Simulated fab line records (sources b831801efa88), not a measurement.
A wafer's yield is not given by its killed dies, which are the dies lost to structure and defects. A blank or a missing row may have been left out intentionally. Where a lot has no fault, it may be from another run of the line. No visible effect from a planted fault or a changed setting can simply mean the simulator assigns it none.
Code-filled problem report in 8D (eight disciplines) form	flow sky130	the parts of the form that need people (team, actions taken, sign-off) are left out

## 1. PROBLEM STATEMENT
Mean RES_XHIGH_TW at SKY_RES_XHIGH_TW_MEAS_09: 1554 over 6 wafers in 2 lots; fault-free wafers: 1634, standard deviation 17. Measured from the usual mean, that is -4.7 standard deviations.
Seen first at day 30 01:58 on filmMetro-03, wafer L106.1. Wafers with a number at this step in the record: 36, from 12 lots. Rule for "out" (also "out of limits"): further than 4 standard deviations from the usual mean. Any other wafer with a number is counted as sound.

## 2. WHAT THIS IS AND IS NOT
question	is	is not
which readings at this step	RES_XHIGH_TW	-
which lots	L106, L108	L101, L104, L109, L112, L113, L117, L119, L121, L998, L999
which wafers of those lots	all that have a number	-
read on which gauges	filmMetro-03	filmMetro-02, filmMetro-04
when	from day 30 01:58	up to then (12 sound wafers); but 18 sound wafers of L109, L112, L113, L117, L119, L121 came after

## 3. SUSPECTS, AND WHAT RULES EACH OUT
Counting: a tool at any process step up to the reading remains a suspect when it ran all the lots that are out and ran no sound lot after the first of those.
- ruled out: the gauge at SKY_RES_XHIGH_TW_MEAS_09. All the wafers that are out were read on filmMetro-03, but those of them that SKY_RES_XHIGH_IMPLANT_07 has rows for are out there too, on other tools.
- implanter-01 at SKY_RES_XHIGH_IMPLANT_07: kept. It processed each lot that is out, first L106 at day 30 01:43, and no sound lot thereafter; up to then, the last sound lot it processed was L104 at day 30 00:13. On those wafers its own readings are out: doseIonsCm2.
Remaining after the count: implanter-01 at SKY_RES_XHIGH_IMPLANT_07.

## 4. THE CAUSE (what the simulator had put in)
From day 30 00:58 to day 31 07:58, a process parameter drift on implanter-01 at SKY_RES_XHIGH_IMPLANT_07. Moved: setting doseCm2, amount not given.
Counting left only this tool.

## 5. THE EFFECT CHAIN, in route order
Rows list readings where the struck wafers' mean (over those with a number) sits beyond 3 standard deviations from the usual. Scope: only readings with a usual standard deviation given in the record; hours: median across lots of the time from each lot's start at the first step in this table that gives one to its start at this step; sigmas: change in usual standard deviations.
hours	step	reading	usual	on struck wafers	change	sigmas
0	SKY_RES_XHIGH_IMPLANT_07	doseIonsCm2	3.601e+14	2.992e+14	-6.090e+13	-99 or more
0	SKY_RES_XHIGH_TW_MEAS_09	RES_XHIGH_TW	1634	1554	-80	-4.7
29	SKY_SD_N_RS_MEAS_18	RES_XHIGH_RS	330.0 ohm/sq	385.1	+55.1	+42
It contains these process steps:
- SKY_RES_XHIGH_IMPLANT_07
At these later measuring or inspecting steps, every struck wafer for which the step has a row has a number for every such reading, and none has moved that far: SKY_SD_N_TW_MEAS_12, SKY_LI_CONTACT_RS_MEAS_22.

## 6. HOW IT WOULD HAVE BEEN CAUGHT EARLIER
In this record the first reading out of limits at a measuring or inspecting step was taken at day 30 01:58, 1 hour after the fault began at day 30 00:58.
The tool's own readings at SKY_RES_XHIGH_IMPLANT_07 were out on every struck wafer that the step has a row for (doseIonsCm2): an alarm limit on them would have fired on the first of those.
Among the 2 lots that are out, L108 began SKY_RES_XHIGH_IMPLANT_07 on implanter-01 after day 30 01:58. Had the tool been put on hold then, it would have been spared.
